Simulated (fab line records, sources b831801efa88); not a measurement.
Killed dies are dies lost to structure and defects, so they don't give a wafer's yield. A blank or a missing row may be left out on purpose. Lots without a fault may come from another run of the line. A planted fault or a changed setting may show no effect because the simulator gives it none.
Which tool did it? | flow sky130 | 15 lots, 45 wafers sampled, at 5 steps of a route of 708

WHAT THE GAUGES READ, wafer by wafer
SKY_LDD_P_OVL_MEAS_08.
lot  | measured     | on         | LDD_P_OVL (nm)
L421 | day 18 08:36 | overlay-01 | 1.6 2.3 2.1
L422 | day 18 19:15 | overlay-02 | -2.1 -2.4 -2.6
L423 | day 19 01:40 | overlay-01 | -2.5 -2.8 -1.3
L424 | day 19 09:20 | overlay-02 | 1.1 0.2 0.4
L426 | day 20 09:01 | overlay-01 | 1.4 1.1 -2.0
L432 | day 22 22:26 | overlay-01 | -0.5 -0.7 1.1
L433 | day 23 05:30 | overlay-01 | -0.9 -0.9 -1.6
L434 | day 24 07:11 | overlay-01 | -1.1 -0.9 0.4
L436 | day 25 14:09 | overlay-02 | -1.7 -2.5 -1.4
L435 | day 25 14:27 | overlay-01 | -0.3 0.4 -0.3
L437 | day 26 06:55 | overlay-01 | -0.3 0.1 0.4
L439 | day 26 17:01 | overlay-01 | -2.3 -3.0 -4.6
L440 | day 26 21:55 | overlay-02 | 0.1 0.3 1.0
L444 | day 27 21:31 | overlay-01 | -0.6 -1.4 -2.4
L443 | day 28 02:22 | overlay-02 | -0.5 0.8 2.1

SKY_LDD_HVP_TW_MEAS_10.
lot  | measured     | on            | LDD_HVP_TW
L421 | day 20 21:17 | film_metro-03 | 450.7 449.9 449.5
L422 | day 21 10:29 | film_metro-04 | 453.7 452.7 453.7
L423 | day 21 16:24 | film_metro-03 | 452.3 450.5 450.8
L424 | day 21 23:38 | film_metro-03 | 453.1 453.5 452.6
L426 | day 22 23:35 | film_metro-01 | 459.6 459.1 457.3
L432 | day 25 09:49 | film_metro-03 | 29.6 29.7 29.6
L433 | day 25 16:01 | film_metro-04 | 29.8 29.9 30.0
L434 | day 26 18:10 | film_metro-04 | 30.1 30.0 30.1
L436 | day 28 00:14 | film_metro-03 | 450.1 453.4 453.9
L435 | day 28 00:26 | film_metro-01 | 453.9 455.2 453.8
L437 | day 28 16:14 | film_metro-03 | 450.6 452.3 456.6
L439 | day 29 02:11 | film_metro-01 | 453.3 452.1 455.4
L440 | day 29 06:55 | film_metro-03 | 449.3 451.8 448.2
L444 | day 30 05:13 | film_metro-03 | 449.2 449.7 450.7
L443 | day 30 10:20 | film_metro-03 | 448.8 452.8 452.8

SKY_SPACER_THK_MEAS_01.
lot  | measured     | on            | SPACER_CVD_00_THK (nm)
L421 | day 22 05:30 | film_metro-04 | 43.2 42.5 42.5
L422 | day 22 18:57 | film_metro-02 | 43.1 43.2 42.9
L423 | day 23 00:43 | film_metro-01 | 42.9 43.1 43.1
L424 | day 23 20:10 | film_metro-02 | 42.6 42.9 42.9
L426 | day 24 06:38 | film_metro-01 | 43.2 43.4 43.1
L436 | day 29 06:14 | film_metro-02 | 42.7 42.8 43.0
L435 | day 29 08:31 | film_metro-04 | 42.9 42.8 42.9
L437 | day 29 22:08 | film_metro-04 | 43.3 43.3 43.2
L439 | day 30 07:18 | film_metro-01 | 43.1 42.5 42.5
L440 | day 30 12:11 | film_metro-04 | 42.9 43.2 43.1
L444 | day 31 11:08 | film_metro-04 | 43.6 43.2 43.1
L443 | day 31 16:55 | film_metro-02 | 43.0 43.1 42.9

WHICH TOOL RAN EACH LOT (tool, then ch and the chambers of the sampled wafers, then the start)
lot  | SKY_LDD_HVP_IMPLANT_08          | SKY_LDD_HVP_STRIP_09
L421 | implanter-02 ch 0, day 20 21:02 | plasma_asher-04 ch 0,1, day 20 21:10
L422 | implanter-04 ch 0, day 21 10:15 | plasma_asher-03 ch 0,1, day 21 10:23
L423 | implanter-02 ch 0, day 21 16:11 | plasma_asher-03 ch 0,1, day 21 16:19
L424 | implanter-01 ch 0, day 21 23:14 | plasma_asher-04 ch 0,1, day 21 23:32
L426 | implanter-02 ch 0, day 22 23:20 | plasma_asher-04 ch 0,1, day 22 23:28
L432 | implanter-04, day 25 09:34      | plasma_asher-04 ch 0,1, day 25 09:43
L433 | implanter-01, day 25 15:46      | plasma_asher-02 ch 0,1, day 25 15:55
L434 | implanter-04, day 26 17:55      | plasma_asher-04 ch 0,1, day 26 18:04
L436 | implanter-01 ch 0, day 27 23:59 | plasma_asher-03 ch 0,1, day 28 00:07
L435 | implanter-02 ch 0, day 28 00:13 | plasma_asher-04 ch 0,1, day 28 00:21
L437 | implanter-01 ch 0, day 28 15:59 | plasma_asher-04 ch 0,1, day 28 16:08
L439 | implanter-04 ch 0, day 29 01:56 | plasma_asher-03 ch 0,1, day 29 02:04
L440 | implanter-02 ch 0, day 29 06:40 | plasma_asher-03 ch 0,1, day 29 06:49
L444 | implanter-02 ch 0, day 30 04:58 | plasma_asher-02 ch 0,1, day 30 05:07
L443 | implanter-01 ch 0, day 30 10:07 | plasma_asher-02 ch 0,1, day 30 10:15
- SKY_LDD_HVP_IMPLANT_08
- SKY_LDD_HVP_STRIP_09: strips in O2/N2.

WHAT THE TOOLS THEMSELVES READ (means of the sampled wafers that have a number; where no wafer has one, the mark that the record gives instead)
SKY_LDD_HVP_IMPLANT_08.
lot  | tool         | beam_energy_keV | beam_on_s (s)
L421 | implanter-02 | 20.013          | 9.98
L422 | implanter-04 | 19.998          | 10.17
L423 | implanter-02 | 20.001          | 10.00
L424 | implanter-01 | 19.997          | 10.02
L426 | implanter-02 | 19.997          | 9.81
L432 | implanter-04 | -               | -
L433 | implanter-01 | -               | -
L434 | implanter-04 | -               | -
L436 | implanter-01 | 19.994          | 10.02
L435 | implanter-02 | 19.994          | 10.16
L437 | implanter-01 | 19.995          | 10.09
L439 | implanter-04 | 19.991          | 10.11
L440 | implanter-02 | 20.003          | 9.90
L444 | implanter-02 | 20.001          | 10.14
L443 | implanter-01 | 20.001          | 9.89

SKY_LDD_HVP_STRIP_09.
lot  | tool            | drypump_motor_current_A (A) | oes_product_au (a.u.) | strip_time_to_endpoint_s (s)
L421 | plasma_asher-04 | 5.71                        | 0.406                 | 4.144
L422 | plasma_asher-03 | 5.47                        | 0.412                 | 4.137
L423 | plasma_asher-03 | 5.44                        | 0.412                 | 4.136
L424 | plasma_asher-04 | 5.74                        | 0.409                 | 4.133
L426 | plasma_asher-04 | 5.72                        | 0.411                 | 4.152
L432 | plasma_asher-04 | 5.75                        | 0.411                 | 4.139
L433 | plasma_asher-02 | 5.99                        | 0.406                 | 4.141
L434 | plasma_asher-04 | 5.73                        | 0.407                 | 4.108
L436 | plasma_asher-03 | 5.34                        | 0.403                 | 4.098
L435 | plasma_asher-04 | 5.71                        | 0.405                 | 4.142
L437 | plasma_asher-04 | 5.72                        | 0.408                 | 4.118
L439 | plasma_asher-03 | 5.43                        | 0.408                 | 4.155
L440 | plasma_asher-03 | 5.34                        | 0.411                 | 4.149
L444 | plasma_asher-02 | 6.00                        | 0.410                 | 4.137
L443 | plasma_asher-02 | 5.99                        | 0.405                 | 4.149

THE ANSWER, worked out from the rows above alone
Rule: what is usual is taken from the lots themselves. Put in order of their means at a reading, lots are off if they are a third of the lots or fewer, leave a main group of 4 or more, and stand apart from it by a gap of 3 or more times the standard deviation of the main group's means; of several such gaps the widest counts. A main group whose means are all the same, to the digits that the tables above print for the reading, isn't used. A lot without any number at a reading at which 4 lots or more have one is off too. The other lots that the step has rows for count as sound. The gauges are gone through in route order, then the tools' own readings, and for those a lot's mean is taken as printed above. The first step at which some lot is off is used, and at that step the reading that is off furthest; a lot without a number counts as furthest.
Off: L432, L433, L434, at SKY_LDD_HVP_TW_MEAS_10 (LDD_HVP_TW). The main group: mean 452.6, standard deviation 2.4.
A tool fits if, at a process step before that reading, it ran every lot that is off, and no sound lot after the first of them. The gauges at SKY_LDD_HVP_TW_MEAS_10 aren't tried: what is off there is off at SKY_LDD_HVP_IMPLANT_08 too, on other tools, and a gauge's error can't cause that. None of those tried fits.

WHAT THE SIMULATOR HAD PUT IN
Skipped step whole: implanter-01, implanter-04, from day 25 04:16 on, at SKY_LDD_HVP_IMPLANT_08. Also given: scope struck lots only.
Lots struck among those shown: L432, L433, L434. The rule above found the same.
